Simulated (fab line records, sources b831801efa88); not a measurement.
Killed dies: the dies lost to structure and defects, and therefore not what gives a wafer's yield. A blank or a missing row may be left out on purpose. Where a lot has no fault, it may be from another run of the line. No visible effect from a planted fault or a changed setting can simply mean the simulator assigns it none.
A lot that was struck, set against a sound lot -- flow sky130 -- 32 steps out of a route of 708
Sound: the wafers L156.2, L156.4, L156.5. The struck wafers were L167.1, L167.2, L167.6. The cause is named last.
Order at every step that has rows: each side's tool, ch and its chambers, its first start. Under that, the readings that differ: sound wafers -- struck wafers -- difference of the means -- sigmas: that difference in standard deviations of wafers without a fault.
alike: readings with means less than 2 such deviations apart, plus words and numbers identical on both sides. not compared: withheld readings, readings lacking a value on some wafer, bounds such as >300 that could conceal the same value, and numbers that have no deviation in the record and whose values overlap.
A row with sigmas, a row that says differs or no value, or rows on one side alone: a step with any of these is where the two part. Numbers that have no deviation but don't overlap get no sigmas and don't part them. Lack of a reading on every wafer of one side parts them only where that side has two or more wafers.

SKY_CAP2M_THK_MEAS_01:
  sound on filmMetro-01, day 40 01:24; struck on filmMetro-03, day 43 05:44
  alike: CAP2M_CVD_00_THK
SKY_CAP2M_SPUTTER_02: material TiN, target thk 200 nm, time 166.7 s.
  sound on pvdSputter-03, day 40 01:27; struck on pvdSputter-03, day 43 05:48
  alike: throttleValvePct
SKY_CAP2M_RS_MEAS_03: measurement is done with a four-point probe.
  sound on filmMetro-03, day 40 01:34; struck on filmMetro-01, day 43 05:55
  alike: CAP2M_TIN_RS
SKY_CAP2M_THK_MEAS_04: measures by xrf.
  sound on filmMetro-03, day 40 01:41; struck on filmMetro-01, day 43 06:02
  alike: CAP2M_TIN_THK
then, 7 steps without rows for these wafers: SKY_CAP2M_DEHYDRATE_05 (time 60 s); SKY_CAP2M_HMDS_06 (prime time 60 s); SKY_CAP2M_COAT_07 (resist thk 1140 nm); SKY_CAP2M_SOFTBAKE_08 (time 60 s); SKY_CAP2M_EXPOSE_09 (exposes mask CAP2M, target cd 1000 nm); SKY_CAP2M_PEB_10; SKY_CAP2M_DEVELOP_11 (develop time 60 s).
SKY_CAP2M_OVL_MEAS_12:
  sound on overlay-01, day 41 00:55; struck on overlay-02, day 44 04:07
  alike: CAP2M_OVL
SKY_CAP2M_METAL_ETCH_13: etches TiN in Cl2/BCl3, stops on SiO2, target depth 220 nm, time 62.9 s.
  sound on rieMetal-03 ch 0,1, day 41 00:56; struck on rieMetal-03 ch 0,1, day 44 04:10
reading,sound,struck,difference,sigmas
rfFwdPowerW (W),896 899 898,1036 1040 1042,+142,+40
model.NOVOLAK_of_CAP2M_COAT_07.thkNm (nm),996.7 997.7 992.7,981.9 977.7 974.1,-17.8,
model.SiO2_of_CAP2M_CVD_00.thkNm (nm),15.37 15.6 15.64,12.55 12.66 12.93,-2.82,
  alike: drypumpMotorCurrentA, oesProductAu, throttleValvePct
  not compared: rfHoursCounterH
SKY_CAP2M_STRIP_14: strips in O2/N2.
  sound on plasmaAsher-04 ch 0,1, day 41 01:01; struck on plasmaAsher-03 ch 0,1, day 44 04:14
reading,sound,struck,difference,sigmas
stripTimeToEndpointS (s),12.68 12.71 12.66,12.53 12.47 12.45,-0.20,-5
  alike: drypumpMotorCurrentA, oesProductAu
  not compared: rfHoursCounterH
then, 11 steps without rows for these wafers: SKY_CAP2M_STRIP_15 (strips in post etch residue remover, time 1200 s); SKY_CAP2M_CLEAN_16 (cleans in IPA, time 180 s); SKY_CAP2M_CLEAN_17 (cleans in O3/DIW); SKY_METAL4_DEHYDRATE_05 (time 60 s); SKY_METAL4_HMDS_06 (prime time 60 s); SKY_METAL4_COAT_07 (resist thk 60 nm); SKY_METAL4_COAT_08 (resist thk 1140 nm); SKY_METAL4_SOFTBAKE_09 (time 90 s); SKY_METAL4_EXPOSE_10 (exposes mask MM4, target cd 300 nm); SKY_METAL4_PEB_11; SKY_METAL4_DEVELOP_12 (develop time 60 s).
SKY_METAL4_CD_MEAS_13 targets a cd of 300 nm.
  sound on cdSem-01, day 42 01:31; struck on cdSem-01, day 45 03:04
reading,sound,struck,difference,sigmas
cdNm (nm),303.3 303.2 302.5,297.8 297.2 299.1,-5.0,-4
SKY_METAL4_OVL_MEAS_14:
  sound on overlay-02, day 42 01:37; struck on overlay-01, day 45 03:11
  alike: METAL4_OVL
SKY_METAL4_DESCUM_15: chemistry O2, time 8 s.
  sound on rieMetal-02 ch 0,1, day 42 01:39; struck on rieMetal-02 ch 0,1, day 45 03:13
  alike: drypumpMotorCurrentA, oesProductAu, tempC
  not compared: rfHoursCounterH
SKY_METAL4_ETCH_16: etches BARC in N2/H2, stops on SiO2, time 88.2 s, target depth 60 nm.
  sound on rieMetal-02 ch 0,1, day 42 01:41; struck on rieMetal-02 ch 0,1, day 45 03:16
  alike: drypumpMotorCurrentA, oesProductAu, rfFwdPowerW, throttleValvePct
  not compared: rfHoursCounterH
SKY_METAL4_ETCH_17: etches SiO2 in C4F8/O2/Ar, stops on TiN, time 3.9 s, target depth 15 nm.
  sound on rieDiel-04 ch 0,1,3, day 42 01:47; struck on rieDiel-01 ch 2,3, day 45 03:22
reading,sound,struck,difference,sigmas
oesProductAu (a.u.),0.750 0.759 0.754,0.677 0.691 0.695,-0.067,-10
  alike: rfFwdPowerW
  not compared: rfHoursCounterH
SKY_METAL4_METAL_ETCH_18: etches the open film in Cl2/BCl3, stops on SiO2, target depth 845 nm, time 183.1 s.
  sound on rieMetal-01 ch 0,1, day 42 01:48; struck on rieMetal-04 ch 0,1, day 45 03:22
  alike: drypumpMotorCurrentA, oesProductAu, rfFwdPowerW, throttleValvePct
  not compared: rfHoursCounterH
-- the record jumps here: 3 days lie between the struck wafers' starts before and after (it left off in module METAL4 and takes up again in module PAD_OPEN, whose first step shown is number 708 of the route) --
SKY_PAD_OPEN_PROBE_99:
  sound on prober-01, day 46 01:49; struck on prober-02, day 48 14:53
reading,sound,struck,difference,sigmas
defectLimitedYield (%),86.4,82.5 79.3 81.5,-5.3,-3
killed_at_M0_to_M3,28,37 50 48,+17,+3
killedDies,67,86 102 91,+26,+3
killedOpen,37,42 61 56,+16,+2
sort_bin_5_function (%),8.3,10.4 11.4 11.8,+2.9,+2
sort_bin_6_memory (%),4.3,5.7 7.9 6.1,+2.3,+2
sortNPass,425,406 390 401,-26,-3
sortYieldPct (%),86.4,82.5 79.3 81.5,-5.3,-3
model.etest.capMim2.bvV (V),13.96,12.88 12.9 13.66,-0.81,
model.etest.capMim2.leakLog10ACm2,-8.934,-8.676 -8.628 -8.685,+0.271,
  alike: killed_at_M4_up, killedAtContacts, killedAtFrontEnd, killedAtOther, killedShort, sort_bin_3_pad_short

== WHERE THEY PART ==
First at SKY_CAP2M_METAL_ETCH_13; last, within this record, at SKY_PAD_OPEN_PROBE_99.

WHY: whatever the simulator had introduced
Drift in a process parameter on rieMetal-03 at SKY_CAP2M_METAL_ETCH_13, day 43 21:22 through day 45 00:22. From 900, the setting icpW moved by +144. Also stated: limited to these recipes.
